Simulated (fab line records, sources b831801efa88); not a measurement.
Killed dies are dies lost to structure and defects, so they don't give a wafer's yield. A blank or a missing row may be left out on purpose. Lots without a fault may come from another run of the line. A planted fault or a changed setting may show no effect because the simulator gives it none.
Which tool did it? | flow gf180mcu | 15 lots, 45 wafers sampled, at 5 steps of a route of 602

WHAT THE GAUGES READ, wafer by wafer
GF_STI_BOW_MEAS_00.
lot  | measured    | on            | INCOMING_BOW (um)
L957 | day 1 15:02 | film_metro-04 | 4 6 11
L958 | day 1 20:00 | film_metro-01 | -8 1 4
L960 | day 2 06:02 | film_metro-03 | 5 -3 6
L961 | day 2 11:01 | film_metro-04 | 6 -3 -2
L962 | day 2 16:01 | film_metro-01 | -6 -7 7
L963 | day 2 21:02 | film_metro-04 | 6 -2 -4
L964 | day 3 02:01 | film_metro-04 | -1 1 15
L965 | day 3 07:00 | film_metro-01 | -5 6 -2
L967 | day 3 17:00 | film_metro-03 | -6 4 -7
L968 | day 3 22:00 | film_metro-01 | -2 1 4
L973 | day 4 23:00 | film_metro-04 | -5 -11 -1
L974 | day 5 04:01 | film_metro-03 | -1 10 -6
L976 | day 5 14:02 | film_metro-01 | 10 -2 10
L978 | day 6 00:01 | film_metro-01 | -9 3 -1
L979 | day 6 05:02 | film_metro-04 | 3 0 9

GF_HV_LDD_CD_MEAS_31: target cd 400 nm.
lot  | measured     | on        | cd_nm (nm)
L957 | day 11 19:47 | cd_sem-01 | 397.4 396.2 397.7
L958 | day 12 10:54 | cd_sem-01 | 401.2 403.0 400.8
L960 | day 12 12:38 | cd_sem-01 | 401.3 400.3 399.3
L961 | day 12 22:55 | cd_sem-01 | 402.6 402.5 401.4
L962 | day 13 18:49 | cd_sem-01 | 400.9 399.9 400.8
L963 | day 13 21:50 | cd_sem-01 | 399.5 397.6 396.7
L964 | day 14 02:55 | cd_sem-02 | 401.5 399.2 401.7
L965 | day 14 08:39 | cd_sem-02 | 394.5 396.4 398.1
L967 | day 15 02:00 | cd_sem-02 | 404.2 402.4 400.9
L968 | day 15 07:50 | cd_sem-01 | 400.1 397.2 397.9
L973 | day 17 01:11 | cd_sem-01 | 397.7 397.5 398.8
L974 | day 17 07:58 | cd_sem-01 | 399.3 397.5 398.3
L976 | day 18 05:47 | cd_sem-01 | 403.3 401.6 402.5
L978 | day 18 21:13 | cd_sem-02 | 400.0 400.9 400.9
L979 | day 19 02:08 | cd_sem-01 | 399.0 397.9 397.1

WHICH TOOL RAN EACH LOT (tool, then ch and the chambers of the sampled wafers, then the start)
lot  | GF_STI_ETCH_14                  | GF_STI_STRIP_15                     | GF_POLY_GATE_ETCH_12
L957 | rie_si-02 ch 0,1, day 2 09:36   | plasma_asher-01 ch 0,1, day 2 09:43 | rie_diel-03 ch 0,1,2, day 9 12:04
L958 | rie_si-01 ch 0,1,2, day 2 12:15 | plasma_asher-02 ch 0,1, day 2 12:19 | rie_diel-03 ch 0,2,3, day 10 01:24
L960 | rie_si-01 ch 2,3, day 2 22:35   | plasma_asher-03 ch 0,1, day 2 22:42 | rie_diel-04 ch 1,3, day 10 03:07
L961 | rie_si-02 ch 0,1,2, day 3 02:18 | plasma_asher-03 ch 0,1, day 3 02:22 | rie_diel-03 ch 0,1,2, day 10 12:37
L962 | rie_si-02 ch 0,2, day 3 10:28   | plasma_asher-01 ch 0, day 3 10:32   | rie_diel-03 ch 0,1,3, day 11 06:25
L963 | rie_si-02 ch 0,2,3, day 3 13:19 | plasma_asher-03 ch 0,1, day 3 13:26 | rie_diel-02 ch 0,1,3, day 11 09:22
L964 | rie_si-02 ch 0,1, day 3 19:21   | plasma_asher-03 ch 0,1, day 3 19:25 | rie_diel-02 ch 0,1,2, day 11 14:31
L965 | rie_si-01 ch 0,1,3, day 4 00:51 | plasma_asher-03 ch 0,1, day 4 00:55 | rie_diel-02 ch 0,1,2, day 11 18:01
L967 | rie_si-02 ch 0,1, day 4 14:22   | plasma_asher-03 ch 0,1, day 4 14:26 | rie_diel-02 ch 1,2,3, day 12 10:37
L968 | rie_si-02 ch 0,1,3, day 4 16:39 | plasma_asher-01 ch 0,1, day 4 16:44 | rie_diel-04 ch 0,1,2, day 12 16:07
L973 | rie_si-01 ch 0,2,3, day 5 16:37 | plasma_asher-03 ch 0,1, day 5 16:41 | rie_diel-03 ch 1,2,3, day 14 05:46
L974 | rie_si-01 ch 2,3, day 5 22:16   | plasma_asher-01 ch 0,1, day 5 22:20 | rie_diel-04 ch 0,1,2, day 14 11:30
L976 | rie_si-01 ch 1,2,3, day 6 09:33 | plasma_asher-01 ch 0,1, day 6 09:40 | rie_diel-02 ch 0,1,3, day 15 05:46
L978 | rie_si-01 ch 0,1,3, day 6 18:34 | plasma_asher-01 ch 0,1, day 6 18:38 | rie_diel-02 ch 1,2,3, day 15 16:27
L979 | rie_si-02 ch 1,2, day 6 23:27   | plasma_asher-02 ch 0,1, day 6 23:33 | rie_diel-02 ch 1,3, day 16 02:58
- GF_STI_ETCH_14: etches Si in HBr/Cl2/O2, target depth 360 nm, time 102.9 s.
- GF_STI_STRIP_15: strips in O2/N2.
- GF_POLY_GATE_ETCH_12: etches BARC in N2/H2.

WHAT THE TOOLS THEMSELVES READ (means of the sampled wafers that have a number; where no wafer has one, the mark that the record gives instead)
GF_STI_ETCH_14.
lot  | tool      | bias_w (W) | drypump_motor_current_A (A) | oes_product_au (a.u.) | run_length_s (s) | throttle_valve_pct (%)
L957 | rie_si-02 | 150.5      | 5.8                         | 1.002                 | 131.4            | 25.660
L958 | rie_si-01 | 149.8      | 5.3                         | 1.008                 | 131.2            | 25.651
L960 | rie_si-01 | 150.2      | 5.8                         | 0.994                 | 130.8            | 25.659
L961 | rie_si-02 | 150.0      | 5.8                         | 1.003                 | 131.3            | 25.649
L962 | rie_si-02 | 149.9      | 5.8                         | 1.013                 | 131.8            | 25.646
L963 | rie_si-02 | 150.3      | 6.1                         | 1.010                 | 131.2            | 25.651
L964 | rie_si-02 | 150.0      | 5.8                         | 1.005                 | 112.4            | 25.637
L965 | rie_si-01 | 150.5      | 5.5                         | 0.999                 | 131.0            | 25.644
L967 | rie_si-02 | 149.6      | 6.1                         | 1.007                 | 122.0            | 25.652
L968 | rie_si-02 | 150.0      | 6.0                         | 0.998                 | 121.7            | 25.662
L973 | rie_si-01 | 149.8      | 5.6                         | 1.003                 | 131.3            | 25.650
L974 | rie_si-01 | 150.7      | 5.8                         | 1.003                 | 130.9            | 25.656
L976 | rie_si-01 | 150.6      | 5.6                         | 1.005                 | 130.9            | 25.641
L978 | rie_si-01 | 150.5      | 5.5                         | 0.996                 | 131.0            | 25.658
L979 | rie_si-02 | 150.0      | 5.4                         | 0.998                 | 131.0            | 25.661

GF_STI_STRIP_15.
lot  | tool            | drypump_motor_current_A (A) | heater_power_w (W) | oes_product_au (a.u.) | strip_time_to_endpoint_s (s)
L957 | plasma_asher-01 | 5.8                         | 324                | 0.383                 | 3.72
L958 | plasma_asher-02 | 5.2                         | 302                | 0.383                 | 3.69
L960 | plasma_asher-03 | 6.1                         | 345                | 0.384                 | 3.75
L961 | plasma_asher-03 | 6.1                         | 326                | 0.387                 | 3.77
L962 | plasma_asher-01 | 5.5                         | 321                | 0.380                 | 3.67
L963 | plasma_asher-03 | 6.0                         | 344                | 0.385                 | 3.70
L964 | plasma_asher-03 | 6.1                         | 325                | 0.392                 | 3.93
L965 | plasma_asher-03 | 6.1                         | 340                | 0.382                 | 3.72
L967 | plasma_asher-03 | 6.1                         | 340                | 0.391                 | 3.88
L968 | plasma_asher-01 | 6.0                         | 318                | 0.387                 | 3.84
L973 | plasma_asher-03 | 6.1                         | 343                | 0.381                 | 3.75
L974 | plasma_asher-01 | 5.7                         | 320                | 0.386                 | 3.73
L976 | plasma_asher-01 | 6.0                         | 317                | 0.380                 | 3.70
L978 | plasma_asher-01 | 6.0                         | 313                | 0.386                 | 3.71
L979 | plasma_asher-02 | 5.4                         | 279                | 0.383                 | 3.73

GF_POLY_GATE_ETCH_12.
lot  | tool        | bias_w (W) | drypump_motor_current_A (A) | oes_product_au (a.u.) | throttle_valve_pct (%)
L957 | rie_diel-03 | 100.1      | 5.9                         | 0.737                 | 13.213
L958 | rie_diel-03 | 100.1      | 6.1                         | 0.733                 | 13.217
L960 | rie_diel-04 | 100.0      | 5.8                         | 0.738                 | 13.207
L961 | rie_diel-03 | 99.7       | 5.9                         | 0.735                 | 13.220
L962 | rie_diel-03 | 99.7       | 6.1                         | 0.741                 | 13.223
L963 | rie_diel-02 | 100.1      | 5.7                         | 0.740                 | 13.218
L964 | rie_diel-02 | 99.8       | 5.8                         | 0.738                 | 13.227
L965 | rie_diel-02 | 100.1      | 5.8                         | 0.736                 | 13.217
L967 | rie_diel-02 | 100.1      | 5.8                         | 0.738                 | 13.214
L968 | rie_diel-04 | 99.8       | 6.1                         | 0.738                 | 13.211
L973 | rie_diel-03 | 99.8       | 5.9                         | 0.736                 | 13.216
L974 | rie_diel-04 | 100.1      | 6.1                         | 0.735                 | 13.204
L976 | rie_diel-02 | 100.1      | 5.7                         | 0.739                 | 13.215
L978 | rie_diel-02 | 100.0      | 5.8                         | 0.739                 | 13.211
L979 | rie_diel-02 | 99.8       | 5.9                         | 0.735                 | 13.216

THE ANSWER, worked out from the rows above alone
Rule: what is usual is taken from the lots themselves. Put in order of their means at a reading, lots are off if they are a third of the lots or fewer, leave a main group of 4 or more, and stand apart from it by a gap of 3 or more times the standard deviation of the main group's means; of several such gaps the widest counts. A main group whose means are all the same, to the digits that the tables above print for the reading, isn't used. A lot without any number at a reading at which 4 lots or more have one is off too. The other lots that the step has rows for count as sound. The gauges are gone through in route order, then the tools' own readings, and for those a lot's mean is taken as printed above. The first step at which some lot is off is used, and at that step the reading that is off furthest; a lot without a number counts as furthest.
Off: L964, L967, L968, at GF_STI_ETCH_14 (run_length_s). The main group: mean 131.2 s, standard deviation 0.27.
A tool fits if, at that step or a process step before it, it ran every lot that is off, and no sound lot after the first of them. None of those tried fits.

WHAT THE SIMULATOR HAD PUT IN
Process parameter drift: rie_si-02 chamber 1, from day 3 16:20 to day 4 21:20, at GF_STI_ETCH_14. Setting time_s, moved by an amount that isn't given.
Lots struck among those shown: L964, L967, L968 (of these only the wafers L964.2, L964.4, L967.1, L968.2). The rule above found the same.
